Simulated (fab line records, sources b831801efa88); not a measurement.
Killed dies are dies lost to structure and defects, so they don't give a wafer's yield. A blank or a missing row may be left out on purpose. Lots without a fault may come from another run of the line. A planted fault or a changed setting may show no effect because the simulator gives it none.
A struck lot beside a sound one | flow sky130 | 16 steps out of a route of 708
Sound: wafers L448.1, L448.4, L448.5. Struck: wafers L449.1, L449.4, L449.6. The cause comes at the end.
At each step with rows: each side's tool, then ch and its chambers, then its first start. Under that, the readings that differ: sound wafers | struck wafers | difference of the means | sigmas: that difference in standard deviations of wafers without a fault.
alike: readings whose means differ by less than 2 such deviations, and words and numbers that are the same on both sides. not compared: withheld readings, readings that some wafer has no value for, bounds like >300 that may hide the same value, and numbers for which the record gives no deviation and whose values overlap.
The two part at a step that has a row with sigmas, a row that says differs or no value, or rows on one side only. Numbers that don't overlap but have no deviation are shown without sigmas and don't part them. A reading that every wafer of one side lacks parts them only if that side has two wafers or more.

SKY_VIA2_BOW_MEAS_03:
  sound on film_metro-04, day 35 16:43; struck on film_metro-01, day 36 23:24
  alike: VIA2_BOW
then, 8 steps without rows for these wafers: SKY_VIA2_DEHYDRATE_04 (time 60 s); SKY_VIA2_HMDS_05 (prime time 60 s); SKY_VIA2_COAT_06 (resist thk 60 nm); SKY_VIA2_COAT_07 (resist thk 450 nm); SKY_VIA2_SOFTBAKE_08 (time 90 s); SKY_VIA2_EXPOSE_09 (exposes mask VIM2, target cd 200 nm); SKY_VIA2_PEB_10; SKY_VIA2_DEVELOP_11 (develop time 60 s).
SKY_VIA2_CD_MEAS_12: target cd 200 nm.
  sound on cd_sem-01, day 36 18:38; struck on cd_sem-01, day 38 00:29
  alike: cd_nm
SKY_VIA2_OVL_MEAS_13:
  sound on overlay-02, day 36 18:45; struck on overlay-02, day 38 00:36
  alike: VIA2_OVL
SKY_VIA2_ETCH_14: etches BARC in N2/H2, stops on SiO2, time 45.9 s, target depth 60 nm.
  sound on rie_diel-03 ch 1,2,3, day 36 18:47; struck on rie_diel-03 ch 0,1, day 38 00:38
  alike: bias_w, chamber_pressure_mTorr, drypump_motor_current_A, oes_product_au, throttle_valve_pct
  not compared: rf_hours_counter_h
SKY_VIA2_ETCH_15: etches SiO2 in C4F8/O2/Ar, stops on TiN, target depth 546 nm, time 84 s.
  sound on rie_diel-03 ch 1,2,3, day 36 18:50; struck on rie_diel-03 ch 0,1, day 38 00:41
  reading                                     | sound             | struck            | difference | sigmas
  bias_w (W)                                  | 1195 1200 1203    | 1641 1639 1637    | +440       | +99 or more
  model.KrF-thick_of_VIA2_COAT_07.thk_nm (nm) | 287.6 288.6 284.7 | 272.5 273.8 271.1 | -14.5      |
  model.TiN_of_METAL2_SPUTTER_04.thk_nm (nm)  | 71.49 70.71 71.22 | 68.32 68.57 69.11 | -2.47      |
  alike: chamber_pressure_mTorr, oes_product_au
  not compared: rf_hours_counter_h
SKY_VIA2_STRIP_16: strips in O2/N2.
  sound on plasma_asher-03 ch 0, day 36 18:53; struck on plasma_asher-02 ch 0,1, day 38 00:45
  reading                      | sound          | struck         | difference | sigmas
  strip_time_to_endpoint_s (s) | 4.10 4.11 4.06 | 3.93 3.94 3.92 | -0.16      | -5
  alike: chamber_pressure_mTorr, drypump_motor_current_A, oes_product_au
  not compared: rf_hours_counter_h
then, 1 step without rows for these wafers: SKY_VIA2_STRIP_17 (strips in post etch residue remover, time 1200 s).
-- the record jumps here: 9 days lie between the struck wafers' starts before and after (it left off in module VIA2 and takes up again in module PAD_OPEN, whose first step shown is number 708 of the route) --
SKY_PAD_OPEN_PROBE_99:
  the record has rows for the struck wafers here (prober-02, day 47 01:57) and none for the sound ones

WHERE THEY PART
First at SKY_VIA2_ETCH_15; last, within this record, at SKY_PAD_OPEN_PROBE_99.

WHY: what the simulator had put in
Process parameter drift: rie_diel-03, from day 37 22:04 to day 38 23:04, at SKY_VIA2_ETCH_15. Setting bias_w, moved by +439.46, from 1200. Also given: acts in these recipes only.
